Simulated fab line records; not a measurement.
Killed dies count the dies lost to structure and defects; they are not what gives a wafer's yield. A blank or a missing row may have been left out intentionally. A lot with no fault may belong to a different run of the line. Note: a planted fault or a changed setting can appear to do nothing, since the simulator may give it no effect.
Code-filled problem report in 8D (eight disciplines) form | flow sky130 | the parts of the form that need people (team, actions taken, sign-off) are left out

== 1. WHAT WENT WRONG ==
SKY_POLY_GATE_STRIP_18, strip time to endpoint s: mean 2.49 s over 1 wafer from 1 lot; wafers with no fault: 3.16 s, standard deviation 0.04. Measured from the usual mean, that is -17 standard deviations.
The step: strips in O2/N2.
Seen first at day 21 02:35 on plasma asher-01, wafer L248.4. Wafers with a number at this step in the record: 33, from 11 lots. Rule for "out", or "out of limits": more than 4 standard deviations from the usual mean. Any other wafer with a number is counted as sound.

== 2. WHAT IT IS, AND WHAT IT ISN'T ==
question                    | is                       | is not
which readings at this step | strip time to endpoint s | drypump motor current A
which lots                  | L248                     | L237, L238, L239, L240, L252, L253, L255, L257, L258, L259
which wafers of those lots  | L248.4                   | L248.2, L248.3
read on which tools         | plasma asher-01          | plasma asher-02, plasma asher-04
when                        | from day 21 02:35        | up to then (14 sound wafers); but 18 sound wafers of L252, L253, L255, L257, L258, L259 came after

== 3. WHAT RULES OUT EACH SUSPECT ==
Counting: if a tool at a process step up to the reading ran every lot that is out, it stays a suspect. Sound lots after the first of them don't rule it out here, since some wafers of a struck lot are sound.
- cmp-02 at SKY_FIELD_ISO_CMP_27 (polishes, stops on Si3N4, t overpolish 16 s, target thk 457.8 nm): kept. It ran the lot that is out, L248 (day 5 04:49); its last sound lot up to then is L239 (day 3 01:16).
- rie diel-01 at SKY_POLY_GATE_ETCH_16 (etches Si3N4 in CH3F/O2, stops on poly-Si, time 147.5 s, target depth 75 nm): kept. It ran the lot that is out, L248 (day 21 02:26); its last sound lot up to then is L239 (day 17 07:38).
- plasma asher-01 at SKY_POLY_GATE_STRIP_18 (strips in O2/N2): kept. It ran the lot that is out, L248 (day 21 02:35); its last sound lot up to then is L237 (day 16 17:59). Its own strip time to endpoint s readings are out on those wafers.
- In cmp-02 at SKY_FIELD_ISO_CMP_27, the wafers that are out were processed in chamber 1 and their sound lot-mates in chambers 0, 2.
- In rie diel-01 at SKY_POLY_GATE_ETCH_16, the wafers that are out were processed in chamber 3 and their sound lot-mates in chambers 0, 1.
Left after counting: cmp-02 at SKY_FIELD_ISO_CMP_27, rie diel-01 at SKY_POLY_GATE_ETCH_16, plasma asher-01 at SKY_POLY_GATE_STRIP_18.

== 4. THE CAUSE (what the simulator had put in) ==
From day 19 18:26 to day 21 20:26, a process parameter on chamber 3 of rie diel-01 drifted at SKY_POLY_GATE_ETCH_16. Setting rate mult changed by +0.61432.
Counting leaves 3 suspects; this tool is one of them.

== 5. THE EFFECT CHAIN, in route order ==
Rows list readings where the struck wafers' mean (over those with a number) sits beyond 3 standard deviations from the usual. Scope: only readings with a usual standard deviation given in the record; hours: median across lots of the time from each lot's start at the first step in this table that gives one to its start at this step; sigmas: change in usual standard deviations.
hours | step                   | reading                  | usual      | on struck wafers | change | sigmas
0     | SKY_POLY_GATE_STRIP_18 | oes product au           | 0.360 a.u. | 0.343            | -0.017 | -3.3
0     | SKY_POLY_GATE_STRIP_18 | strip time to endpoint s | 3.16 s     | 2.49             | -0.67  | -17
Its process steps:
- SKY_POLY_GATE_STRIP_18: strips in O2/N2.
Later steps that measure or inspect, where all struck wafers having a row at the step show a number for every such reading and not one has moved that far: SKY_POLY_CUT_OVL_MEAS_09.

== 6. WHAT WOULD HAVE CAUGHT IT SOONER ==
32 hours passed between the start of the fault at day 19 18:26 and the first reading out of limits in this record, taken at day 21 02:35.
No tool reading at SKY_POLY_GATE_ETCH_16 that has a usual standard deviation in the record was out on any struck wafer, so an alarm limit of 4 standard deviations on those readings would not have fired.
Each of the lots that are out, 1 in all, had begun SKY_POLY_GATE_ETCH_16 on rie diel-01 no later than day 21 02:35. Had the tool been put on hold then, not one of them would have been saved.
